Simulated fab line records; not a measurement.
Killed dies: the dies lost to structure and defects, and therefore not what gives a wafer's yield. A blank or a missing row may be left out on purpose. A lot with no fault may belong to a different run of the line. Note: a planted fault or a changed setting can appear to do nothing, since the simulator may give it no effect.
Which of the tools did it? | flow sky130 | 44 wafers from 15 lots sampled at 5 of the route's 708 steps

## WHAT THE GAUGES SHOWED, per wafer
SKY_VT_ADJUST_LVTN_OVL_MEAS_18. Usual: VT_ADJUST_LVTN_01_OVL typically reads 1.1 nm, with standard deviation 1.6.
lot  | measured     | on         | VT_ADJUST_LVTN_01_OVL (nm) | flag
L818 | day 8 19:00  | overlay-02 | 2.5 1.2 0.8                |
L817 | day 8 19:39  | overlay-01 | 3.2 0.1 1.3                |
L820 | day 9 12:00  | overlay-01 | 0.2 0.3 2.0                |
L819 | day 9 15:33  | overlay-01 | 4.2 3.2 2.7                |
L822 | day 10 03:12 | overlay-02 | 2.7 1.5 3.0                |
L821 | day 10 03:30 | overlay-02 | 0.7 0.9 1.5                |
L823 | day 10 15:30 | overlay-02 | 2.0 0.0 0.2                |
L826 | day 10 22:13 | overlay-02 | 0.6 -1.3 1.2               |
L825 | day 11 01:31 | overlay-02 | -0.4 -0.7 1.1              |
L828 | day 11 08:13 | overlay-01 | 1.5 0.6 1.9                |
L830 | day 11 10:00 | overlay-02 | 3.2 1.3 2.7                |
L829 | day 11 11:46 | overlay-02 | 1.2 0.5                    |
L835 | day 13 00:54 | overlay-01 | 0.0 3.5 1.1                |
L839 | day 14 00:27 | overlay-02 | 0.2 -1.4 0.1               |
L840 | day 14 08:18 | overlay-02 | -1.1 0.3 0.7               |

SKY_VT_ADJUST_LVTN_TW_MEAS_21. Usual: VT_ADJUST_LVTN_2_TW typically reads 189.5, with standard deviation 1.5.
lot  | measured     | on            | VT_ADJUST_LVTN_2_TW | flag
L818 | day 8 19:17  | film_metro-01 | 190.0 189.5 190.0   |
L817 | day 8 19:56  | film_metro-04 | 191.6 190.1 191.5   |
L820 | day 9 12:17  | film_metro-02 | 187.0 188.2 187.0   |
L819 | day 9 15:50  | film_metro-01 | 189.5 191.3 190.8   |
L822 | day 10 03:29 | film_metro-02 | 187.6 188.2 187.8   |
L821 | day 10 03:47 | film_metro-01 | 189.1 188.7 189.0   |
L823 | day 10 15:47 | film_metro-04 | 192.7 192.1 193.5   |
L826 | day 10 22:31 | film_metro-04 | 191.3 191.6 191.5   |
L825 | day 11 01:48 | film_metro-01 | 190.0 189.5 189.8   |
L828 | day 11 08:30 | film_metro-01 | 189.6 189.6 189.2   |
L830 | day 11 10:17 | film_metro-04 | 191.9 192.3 191.7   |
L829 | day 11 12:03 | film_metro-04 | 192.6 193.3         |
L835 | day 13 01:11 | film_metro-04 | 188.1 188.3 187.9   |
L839 | day 14 00:44 | film_metro-02 | 188.0 187.8 188.4   |
L840 | day 14 08:35 | film_metro-02 | 188.0 188.6 189.3   |

SKY_SONOS_TUNNEL_CD_MEAS_07: the cd target is 410 nm. Usual: cd_nm reads 409.6 nm (standard deviation 1.8).
lot  | measured     | on        | cd_nm (nm)        | flag
L818 | day 12 14:27 | cd_sem-01 | 407.3 407.7 406.5 |
L817 | day 12 14:45 | cd_sem-01 | 409.9 412.3 411.2 |
L820 | day 13 11:34 | cd_sem-02 | 405.6 406.7 406.5 |
L819 | day 13 13:48 | cd_sem-02 | 407.0 409.9 409.3 |
L822 | day 14 04:24 | cd_sem-01 | 409.7 410.2 410.0 |
L821 | day 14 04:39 | cd_sem-02 | 410.8 410.5 410.7 |
L823 | day 14 18:22 | cd_sem-01 | 410.3 408.9 407.7 |
L826 | day 15 02:26 | cd_sem-01 | 409.9 409.9 410.5 |
L825 | day 15 06:49 | cd_sem-02 | 411.6 411.9 411.8 |
L828 | day 15 15:02 | cd_sem-01 | 428.5 409.2 411.3 | OFF
L830 | day 15 18:37 | cd_sem-01 | 423.6 410.9 425.0 | OFF
L829 | day 15 19:30 | cd_sem-01 | 425.3 405.6       | OFF
L835 | day 17 13:06 | cd_sem-02 | 409.4 409.4 408.6 |
L839 | day 18 16:38 | cd_sem-01 | 409.0 409.3 410.4 |
L840 | day 19 01:36 | cd_sem-02 | 411.4 409.7 409.9 |

SKY_SONOS_ONO_THK_MEAS_05. Usual: SONOS_ONO_CVD_04_THK typically reads 5.75 nm, with standard deviation 0.093.
lot  | measured     | on            | SONOS_ONO_CVD_04_THK (nm) | flag
L818 | day 12 18:55 | film_metro-01 | 5.96 5.89 5.94            |
L817 | day 12 20:10 | film_metro-01 | 5.87 5.91 5.78            |
L820 | day 13 17:51 | film_metro-03 | 5.78 5.74 5.80            |
L819 | day 13 19:05 | film_metro-03 | 5.79 5.71 5.69            |
L822 | day 14 09:28 | film_metro-04 | 5.70 5.58 5.56            |
L821 | day 14 11:20 | film_metro-01 | 5.72 5.68 5.70            |
L823 | day 14 23:50 | film_metro-01 | 5.69 5.62 5.65            |
L826 | day 15 07:15 | film_metro-03 | 5.61 5.91 5.74            |
L825 | day 15 12:47 | film_metro-03 | 5.82 5.68 5.67            |
L828 | day 15 20:50 | film_metro-04 | 5.67 5.71 5.70            |
L830 | day 16 00:50 | film_metro-01 | 5.72 5.81 5.89            |
L829 | day 16 03:05 | film_metro-04 | 5.77 5.69                 |
L835 | day 18 00:03 | film_metro-01 | 5.72 5.68 5.74            |
L839 | day 19 04:50 | film_metro-01 | 5.75 5.70 5.66            |
L840 | day 19 11:14 | film_metro-03 | 5.93 5.71 5.82            |

## TOOL THAT RAN EACH LOT (tool first, then ch and the chambers of the sampled wafers, then the start)
lot  | SKY_SONOS_TUNNEL_EXPOSE_04
L818 | iline_stepper-01 ch 0, day 12 03:15
L817 | iline_stepper-02 ch 0, day 12 04:05
L820 | iline_stepper-02 ch 0, day 12 23:10
L819 | iline_stepper-01 ch 0, day 13 01:56
L822 | iline_stepper-02 ch 0, day 13 15:17
L821 | iline_stepper-02 ch 0, day 13 15:24
L823 | iline_stepper-01 ch 0, day 14 05:22
L826 | iline_stepper-01 ch 0, day 14 13:43
L825 | iline_stepper-02 ch 0, day 14 17:06
L828 | iline_stepper-01 ch 0, day 15 01:07
L830 | iline_stepper-01 ch 0, day 15 04:30
L829 | iline_stepper-01 ch 0, day 15 05:54
L835 | iline_stepper-02 ch 0, day 16 23:32
L839 | iline_stepper-02 ch 0, day 18 03:38
L840 | iline_stepper-01 ch 0, day 18 11:14
- SKY_SONOS_TUNNEL_EXPOSE_04: exposes mask TUNM, target cd 410 nm.

## AS READ BY THE TOOLS THEMSELVES (means over the sampled wafers that have a number; for cases with no such wafer, the mark the record gives instead)
The record holds no such reading with a usual standard deviation.

## THE ANSWER, worked out from the rows above alone
Rule: take the mean of a lot's wafers that have a number; if it is more than 3 standard deviations from the usual mean, the lot is off. Also off: a lot with no number at a reading for which 4 or more lots have one. Where the step has rows for the other lots, those lots are counted as sound. After the gauges, taken in route order, come the tools' own readings; for these a lot's mean is taken, as printed above. The first step at which some lot is off is used, and at that step the reading that is off furthest; a lot without a number counts as furthest.
Off at SKY_SONOS_TUNNEL_CD_MEAS_07 (cd_nm): L828, L830, L829.
A tool fits if, at a process step before that reading, it ran every lot that is off, and no sound lot after the first of them. The gauges at SKY_SONOS_TUNNEL_CD_MEAS_07 are tried like those tools. Of those tried, none fits.

## WHAT THE SIMULATOR PUT IN
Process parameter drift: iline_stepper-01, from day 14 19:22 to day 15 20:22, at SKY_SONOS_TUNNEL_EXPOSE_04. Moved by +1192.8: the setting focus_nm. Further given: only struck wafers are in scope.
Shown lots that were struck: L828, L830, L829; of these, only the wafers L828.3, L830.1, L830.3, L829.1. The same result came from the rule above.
